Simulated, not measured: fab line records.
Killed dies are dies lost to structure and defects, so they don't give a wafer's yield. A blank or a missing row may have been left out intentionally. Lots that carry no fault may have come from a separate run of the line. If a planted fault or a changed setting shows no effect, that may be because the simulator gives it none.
fab line records	flow sky130
[record] lots = 7	wafers = 21	last-day = 49
route steps=708 shown METAL5@671 PASSIVATION@681
lots that met no fault: taken from a fault-free run of the same line
start-h: hours from the record's opening day to when the first of the lot's shown wafers began	wait-h: hours elapsed since this lot's preceding step	" identical to the entry in the row above	L1.1+2: a row that stands for several wafers	- no value present, or no start provided	* or withheld: withheld	< > ~ a bound
route shown NAME@n: NAME is a module with steps in the file, n the number in the route of the first one	usual: mean/standard deviation of fault-free wafers	same: alike in all rows	chamber/n: place in a boat	sites: per-site readings	_std_site: standard deviation across them	_edge_site: the outer-site mean with the inner-site mean subtracted	radius-mm: for every site, how far away it sits from the centre of the wafer	mask NAME#n: copy n	behind: the last tool/chamber to shape the wafer	hold: why the lot was held/for how many hours/how that ended	device: the n, p or np transistor that did not switch	end of line: the tests these same wafers got at the end of their route	for a step that has no rows: nothing shown but its recipe	killed: dies that structure and defects cost at the first sort, which is not the same as the wafer's yield	map: the dies of a wafer, with x for killed, . for not killed, _ for no die there
set.NAME: setting as actually run; set.NAME@STEP: the setting as run at that earlier step	model.NAME: the simulator's own value behind a step, which no gauge read
certain route steps with their lots: each step a table, each wafer a row
services: a tool's chamber out of use, with start hour (start-h, from the record's first day; less than 0 if before it), hours out, and reason
[[steps]]
[step SKY_METAL5_SOFTBAKE_10]
[recipe] temp-c = 90	time-s = 60	resist = NOVOLAK
[step SKY_METAL5_EXPOSE_11]
[recipe] mask-id = MM5	na = 0.6	source-shape = conventional	sigma-outer = 0.6	polarization = unpolarized	target-cd-nm = 1600	dose-mj = 190
[step SKY_METAL5_PEB_12]
[recipe] temp-c = withheld	time-s = *	resist = NOVOLAK
[step SKY_METAL5_DEVELOP_13]
[recipe] resist = NOVOLAK	developer = TMAH	develop-time-s = 60	dev-temp-c = 23
[step SKY_METAL5_DESCUM_14]
[recipe] chemistry = O2	source-power-w = 150	bias-power-w = 0	pressure-mtorr = 10	temp-c = 40	time-s = 11
[usual] drypump-motor-current-A = 5.8/0.46	oes-product-au = 1.003/0.0091
lot.wafer	tool	chamber	start-h	wait-h	drypump-motor-current-A	oes-product-au	rf-hours-counter-h
L909.1	rie-metal-01	1	1051.01	0.1	5.2	0.991	17
L909.2	"	0	"	"	5.4	1.003	9
L909.6	"	0	"	"	5.5	0.995	-
L914.1	rie-metal-03	1	1077.01	0.1	6.0	1.006	18
L914.2	"	1	"	"	6.0	1.007	-
L914.3	"	1	"	"	6.0	0.997	-
L915.1	rie-metal-03	1	1080.81	0.1	6.0	1.011	18
L915.5	"	1	"	"	6.0	1.002	-
L915.6	"	1	"	"	6.0	1.010	-
L916.1	rie-metal-02	0	1082.91	0.1	5.6	0.998	13
L916.3	"	1	"	"	5.3	1.012	-
L916.6	"	1	"	"	5.4	0.998	-
L917.1	rie-metal-01	1	1084.94	0.1	5.2	0.990	20
L917.2	"	0	"	"	5.4	0.994	12
L917.3	"	0	"	"	5.4	1.003	-
L922.1	rie-metal-02	0	1113.67	0.1	5.6	0.992	16
L922.2	"	1	"	"	5.4	1.007	17
L922.5	"	0	"	"	5.6	0.987	-
L924.1	rie-metal-01	0	1124.11	0.1	5.4	0.996	15
L924.2	"	1	"	"	5.2	0.996	23
L924.6	"	1	"	"	5.3	0.987	-
[step SKY_METAL5_METAL_ETCH_15]
[recipe] target-depth-a = 12600	stop-on = SiO2	over-etch-frac = 0.2	time-s = 252	chemistry = Cl2/BCl3	resist-sidewall-deg = 86	pressure-mtorr = 10	icp-w = 900	bias-w = 48.5	Cl2_flow_sccm = 60	bcl3-flow-sccm = 30
[usual] drypump-motor-current-A = 5.8/0.46	mfc-cl2-sccm = 59.98/0.18	oes-product-au = 0.894/0.0055	throttle-valve-pct = 22.264/0.0087
lot.wafer	tool	chamber	start-h	wait-h	drypump-motor-current-A	mfc-cl2-sccm	oes-product-au	rf-hours-counter-h	throttle-valve-pct
L909.1	rie-metal-01	1	1051.04	0.0	5.2	59.89	0.894	17	22.263
L909.2	"	0	"	"	5.4	59.92	0.900	9	22.272
L909.6	"	0	"	"	5.4	59.90	0.898	-	22.270
L914.1	rie-metal-03	1	1077.08	0.1	6.1	60.06	0.891	18	22.265
L914.2	"	1	"	"	6.0	60.04	0.904	-	22.255
L914.3	"	1	"	"	6.1	60.09	0.893	-	22.270
L915.1	rie-metal-03	1	1080.88	0.1	6.1	59.98	0.888	18	22.265
L915.5	"	1	"	"	6.0	60.06	0.891	-	22.282
L915.6	"	1	"	"	6.0	60.13	0.885	-	22.253
L916.1	rie-metal-02	0	1082.95	0.0	5.7	60.04	0.895	13	22.274
L916.3	"	1	"	"	5.4	60.13	0.890	-	22.255
L916.6	"	1	"	"	5.4	60.28	0.896	-	22.261
L917.1	rie-metal-01	1	1084.97	0.0	5.2	59.78	0.903	20	22.263
L917.2	"	0	"	"	5.5	60.14	0.897	12	22.264
L917.3	"	0	"	"	5.5	60.02	0.900	-	22.277
L922.1	rie-metal-02	0	1113.97	0.3	5.6	60.17	0.894	16	22.272
L922.2	"	1	"	"	5.4	59.80	0.896	17	22.274
L922.5	"	0	"	"	5.6	60.02	0.888	-	22.270
L924.1	rie-metal-01	0	1124.15	0.0	5.4	59.73	0.895	15	22.252
L924.2	"	1	"	"	5.2	59.86	0.895	23	22.269
L924.6	"	1	"	"	5.2	59.91	0.893	-	22.261
[step SKY_METAL5_STRIP_16]
[recipe] chemistry = O2/N2	power-w = 1400	pressure-mtorr = 1500	platen-temp-c = withheld	o2-flow-sccm = 3000	n2-flow-sccm = 300	overash-fraction = 0.5
[usual] drypump-motor-current-A = 5.4/0.53	oes-product-au = 0.711/0.0052	strip-time-to-endpoint-s = 13.05/0.13
lot.wafer	tool	chamber	start-h	wait-h	drypump-motor-current-A	oes-product-au	rf-hours-counter-h	strip-time-to-endpoint-s
L909.1	plasma-asher-01	1	1051.28	0.2	5.1	0.711	30	13.31
L909.2	"	0	"	"	4.8	0.713	30	13.00
L909.6	"	1	"	"	5.2	0.716	-	13.20
L914.1	plasma-asher-01	1	1077.55	0.4	5.2	0.701	34	12.97
L914.2	"	0	"	"	4.9	0.715	34	13.08
L914.3	"	1	"	"	5.2	0.710	-	12.97
L915.1	plasma-asher-01	1	1081.35	0.4	5.2	0.705	34	12.94
L915.5	"	0	"	"	4.8	0.715	-	12.98
L915.6	"	1	"	"	5.2	0.714	-	12.98
L916.1	plasma-asher-03	0	1083.18	0.2	6.2	0.702	95	13.17
L916.3	"	1	"	"	5.3	0.700	-	12.90
L916.6	"	0	"	"	6.2	0.715	-	12.96
L917.1	plasma-asher-03	0	1085.21	0.2	6.2	0.715	95	13.06
L917.2	"	1	"	"	5.3	0.708	95	12.98
L917.3	"	1	"	"	5.3	0.716	-	12.84
L922.1	plasma-asher-01	0	1114.21	0.2	4.8	0.713	39	13.17
L922.2	"	1	"	"	5.2	0.717	39	12.93
L922.5	"	1	"	"	5.2	0.714	-	13.20
L924.1	plasma-asher-03	1	1124.38	0.2	5.3	0.715	100	13.24
L924.2	"	0	"	"	6.2	0.705	100	13.24
L924.6	"	0	"	"	6.2	0.716	-	13.31
[step SKY_METAL5_STRIP_17]
[recipe] chemistry = post-etch-residue-remover	time-s = 1200	temp-c = 72.5
[step SKY_METAL5_CLEAN_18]
[recipe] chemistry = IPA	time-s = 180	temp-c = 25
[step SKY_METAL5_CLEAN_19]
[recipe] chemistry = O3/DIW	dry = n2-spin
[step SKY_PASSIVATION_CVD_00]
[recipe] material = SiO2	target-thk-nm = 90	temp-c = 400	time-s = withheld	rf-w = 600
[usual] heater-power-outer-w = 389/65	heater-power-w = 662/99
lot.wafer	tool	chamber	start-h	wait-h	heater-power-outer-w	heater-power-w
L909.1	pecvd-04	0	1051.88	0.0	296	557
L909.2	"	2	"	"	369	639
L909.6	"	1	"	"	412	754
L914.1	pecvd-01	0	1078.14	0.0	534	821
L914.2	"	2	"	"	351	595
L914.3	"	1	"	"	469	803
L915.1	pecvd-04	0	1082.02	0.0	345	604
L915.5	"	1	"	"	367	692
L915.6	"	2	"	"	376	661
L916.1	pecvd-03	1	1083.77	0.0	366	608
L916.3	"	0	"	"	322	555
L916.6	"	1	"	"	372	592
L917.1	pecvd-01	2	1085.80	0.0	362	607
L917.2	"	1	"	"	448	802
L917.3	"	0	"	"	493	782
L922.1	pecvd-01	1	1114.80	0.0	467	837
L922.2	"	2	"	"	370	622
L922.5	"	1	"	"	470	832
L924.1	pecvd-03	1	1125.01	0.0	408	654
L924.2	"	2	"	"	409	703
L924.6	"	2	"	"	418	720
[step SKY_PASSIVATION_THK_MEAS_01]
[recipe] reads = SiO2_of_PASSIVATION_CVD_00
[usual] PASSIVATION_CVD_00_THK = 89.9/1
lot.wafer	tool	chamber	start-h	wait-h	PASSIVATION_CVD_00_THK[nm]
L909.1	film-metro-03	-	1051.90	-	89.3
L909.2	"	-	"	"	90.3
L909.6	"	-	"	"	90.8
L914.1	film-metro-02	-	1078.16	-	88.8
L914.2	"	-	"	"	89.3
L914.3	"	-	"	"	88.8
L915.1	film-metro-03	-	1082.04	-	87.8
L915.5	"	-	"	"	90.6
L915.6	"	-	"	"	91.4
L916.1	film-metro-01	-	1083.79	-	88.7
L916.3	"	-	"	"	88.8
L916.6	"	-	"	"	89.6
L917.1	film-metro-03	-	1085.82	-	89.2
L917.2	"	-	"	"	90.1
L917.3	"	-	"	"	90.3
L922.1	film-metro-02	-	1114.82	-	89.6
L922.2	"	-	"	"	89.8
L922.5	"	-	"	"	91.1
L924.1	film-metro-01	-	1125.04	-	89.2
L924.2	"	-	"	"	88.4
L924.6	"	-	"	"	90.4
[step SKY_PASSIVATION_CVD_02]
[recipe] material = Si3N4	target-thk-nm = 540	temp-c = 400	time-s = withheld	rf-w = 450
[usual] heater-power-outer-w = 422/69	heater-power-w = 711/110
lot.wafer	tool	chamber	start-h	wait-h	heater-power-outer-w	heater-power-w
L909.1	pecvd-03	0	1051.96	0.1	304	505
L909.2	"	2	"	"	400	690
L909.6	"	0	"	"	337	562
L914.1	pecvd-04	2	1078.22	0.1	362	630
L914.2	"	0	"	"	345	597
L914.3	"	1	"	"	434	792
L915.1	pecvd-01	2	1082.10	0.1	-	-
L915.5	"	0	"	"	-	-
L915.6	"	2	"	"	-	-
L916.1	pecvd-04	1	1083.85	0.1	-	-
L916.3	"	2	"	"	-	-
L916.6	"	2	"	"	-	-
L917.1	pecvd-03	0	1085.88	0.1	-	-
L917.2	"	1	"	"	-	-
L917.3	"	2	"	"	-	-
L922.1	pecvd-04	0	1114.88	0.1	320	582
L922.2	"	1	"	"	472	821
L922.5	"	0	"	"	345	614
L924.1	pecvd-01	0	1125.10	0.1	527	813
L924.2	"	2	"	"	409	658
L924.6	"	0	"	"	541	848
[step SKY_PASSIVATION_DEHYDRATE_04]
[recipe] temp-c = 200	time-s = 60
[step SKY_PASSIVATION_HMDS_05]
[recipe] prime-time-s = 60	prime-temp-c = 120
[step SKY_PASSIVATION_COAT_06]
[recipe] spin-rpm = 2000	resist-thk-nm = 3000
[step SKY_PASSIVATION_SOFTBAKE_07]
[recipe] temp-c = 110	time-s = withheld
[step SKY_PASSIVATION_EXPOSE_08]
[recipe] mask-id = NSM	target-cd-nm = 3000	na = 0.57	dose-mj = 260
[step SKY_PASSIVATION_PEB_09]
[recipe] temp-c = 115	time-s = withheld
[step SKY_PASSIVATION_DEVELOP_10]
[recipe] develop-time-s = 60	dev-temp-c = 23
[step SKY_PASSIVATION_ETCH_11]
[recipe] chemistry = CF4/O2	target-depth-nm = 725	stop-on = AlCu	source-w = 800	bias-w = 150	pressure-mtorr = 150	cf4-flow-sccm = 80	O2_flow_sccm = 10	time-s = 161.1
[usual] drypump-motor-current-A = 5.9/0.43	oes-product-au = 0.977/0.0062	throttle-valve-pct = 5.965/0.009
lot.wafer	tool	chamber	start-h	wait-h	drypump-motor-current-A	oes-product-au	rf-hours-counter-h	throttle-valve-pct	model.PASSIVATION.feature-depth-nm	model.etch.depth-nm
L909.1	rie-diel-02	3	1073.76	-	5.6	0.965	11	5.959	691.4	691.4
L909.2	"	2	"	"	6.3	0.975	17	5.962	699.3	699.3
L909.6	"	2	"	"	6.3	0.974	-	5.971	704.1	704.1
L914.1	rie-diel-02	3	1098.61	-	5.6	0.968	11	5.972	693.5	693.5
L914.2	"	2	"	"	6.2	0.971	18	5.964	696.7	696.7
L914.3	"	1	"	"	6.5	0.960	0	5.974	700.5	700.5
L915.1	rie-diel-03	1	1103.35	-	6.1	0.992	24	5.980	725	725
L915.5	"	0	"	"	5.2	0.994	-	5.950	725	725
L915.6	"	3	"	"	5.8	0.987	-	5.960	716.7	716.7
L916.1	rie-diel-02	2	1105.62	-	6.3	0.980	19	5.963	712.4	712.4
L916.3	"	0	"	"	6.1	0.976	14	5.970	702.9	702.9
L916.6	"	2	"	"	6.3	0.992	-	5.949	714.8	714.8
L917.1	rie-diel-02	2	1106.77	-	6.2	0.988	19	5.966	715	715
L917.2	"	3	"	"	5.6	0.987	12	5.968	723.6	723.6
L917.3	"	1	"	"	6.5	0.978	1	5.970	707.5	707.5
L922.1	rie-diel-03	1	1134.15	-	6.1	0.986	25	5.956	705	705
L922.2	"	3	"	"	5.8	0.973	30	5.971	704.5	704.5
L922.5	"	3	"	"	5.9	0.978	-	5.949	712.6	712.6
L924.1	rie-diel-02	3	1144.62	-	5.5	0.979	12	5.971	700.8	700.8
L924.2	"	2	"	"	6.3	0.970	20	5.950	700.6	700.6
L924.6	"	0	"	"	6.2	0.977	-	5.966	711.3	711.3
[step SKY_PASSIVATION_STRIP_12]
[recipe] chemistry = O2/N2	power-w = 1400	pressure-mtorr = 1500	platen-temp-c = withheld	overash-fraction = 0.7	o2-flow-sccm = 3000	n2-flow-sccm = 300
[usual] drypump-motor-current-A = 5.4/0.69	oes-product-au = 0.661/0.0048	strip-time-to-endpoint-s = 31.64/0.14
lot.wafer	tool	chamber	start-h	wait-h	drypump-motor-current-A	oes-product-au	rf-hours-counter-h	strip-time-to-endpoint-s
L909.1	plasma-asher-04	0	1073.87	0.1	5.1	0.647	65	31.40
L909.2	"	1	"	"	6.7	0.665	65	31.43
L909.6	"	1	"	"	6.7	0.662	-	31.45
L914.1	plasma-asher-01	0	1098.72	0.1	4.8	0.666	37	31.63
L914.2	"	1	"	"	5.2	0.659	37	31.59
L914.3	"	0	"	"	4.8	0.661	-	31.75
L915.1	plasma-asher-04	1	1103.46	0.1	6.7	0.653	69	31.47
L915.5	"	1	"	"	6.7	0.667	-	31.40
L915.6	"	0	"	"	5.1	0.663	-	31.57
L916.1	plasma-asher-01	0	1105.73	0.1	4.8	0.660	38	31.72
L916.3	"	0	"	"	4.9	0.667	-	31.78
L916.6	"	0	"	"	4.9	0.655	-	31.64
L917.1	plasma-asher-01	0	1106.88	0.1	4.8	0.665	38	31.71
L917.2	"	1	"	"	5.2	0.654	38	31.73
L917.3	"	1	"	"	5.2	0.652	-	31.79
L922.1	plasma-asher-04	0	1134.26	0.1	5.1	0.655	72	31.61
L922.2	"	1	"	"	6.7	0.663	72	31.52
L922.5	"	1	"	"	6.7	0.649	-	31.74
L924.1	plasma-asher-01	0	1144.73	0.1	4.8	0.654	42	31.70
L924.2	"	1	"	"	5.2	0.667	42	31.72
L924.6	"	1	"	"	5.2	0.658	-	31.77
[[services]]
tool	chamber	start-h	hours	kind
rie-diel-03	-	1033.62	1.2	repair
pecvd-01	1	1045.33	6.3	repair
pecvd-03	1	1051.69	5.5	repair
pecvd-01	2	1058.24	2.1	scheduled-down
rie-metal-03	0	1074.85	10.5	repair
rie-metal-01	-	1076.39	0.4	repair
rie-diel-02	1	1080.73	-	clean
rie-diel-02	1	1080.73	13.6	scheduled-down
rie-diel-02	1	1080.73	13.6	vent-cycle
pecvd-04	-	1085.01	5.5	pm
pecvd-01	2	1086.49	2.1	repair
pecvd-04	1	1091.17	5.0	scheduled-down
pecvd-04	0	1096.17	5.5	scheduled-down
rie-diel-03	2	1101.04	5.4	repair
rie-metal-03	-	1110.33	0.4	repair
rie-diel-02	-	1116.04	14.6	pm
pecvd-03	0	1120.98	5.5	scheduled-down
pecvd-04	-	1128.93	2.8	pm
[[key]]
[first-sign] step = SKY_PASSIVATION_CVD_02	reading = tool-record	direction = missing
effect none on later readings
[model-effect] step = SKY_PASSIVATION_ETCH_11	value = PASSIVATION.feature-depth-nm	without = 704.2	struck = 715.9
met-at SKY_PASSIVATION_CVD_02
struck-wafers L915.1,L915.5,L915.6,L916.1,L916.3,L916.6,L917.1,L917.2,L917.3
later-rows-left-out L915.1,L915.5,L915.6,L916.1,L916.3,L916.6,L917.1,L917.2,L917.3
sort-left-out L915.1,L915.5,L915.6,L916.1,L916.3,L916.6,L917.1,L917.2,L917.3
onset-between 1078.22 1082.10
[fault] kind = skipped-step-whole	tool = pecvd-01,pecvd-03,pecvd-04	chamber = -	onset-h = 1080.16	steps = SKY_PASSIVATION_CVD_02	scope = struck-lots-only
// sort-left-out: the simulated sort isn't trusted on such a fault, so these wafers' sort isn't shown, and their yield isn't known
// later-rows-left-out: the simulator's readings of these wafers behind a module that went badly wrong aren't trusted and aren't shown, but for the sort
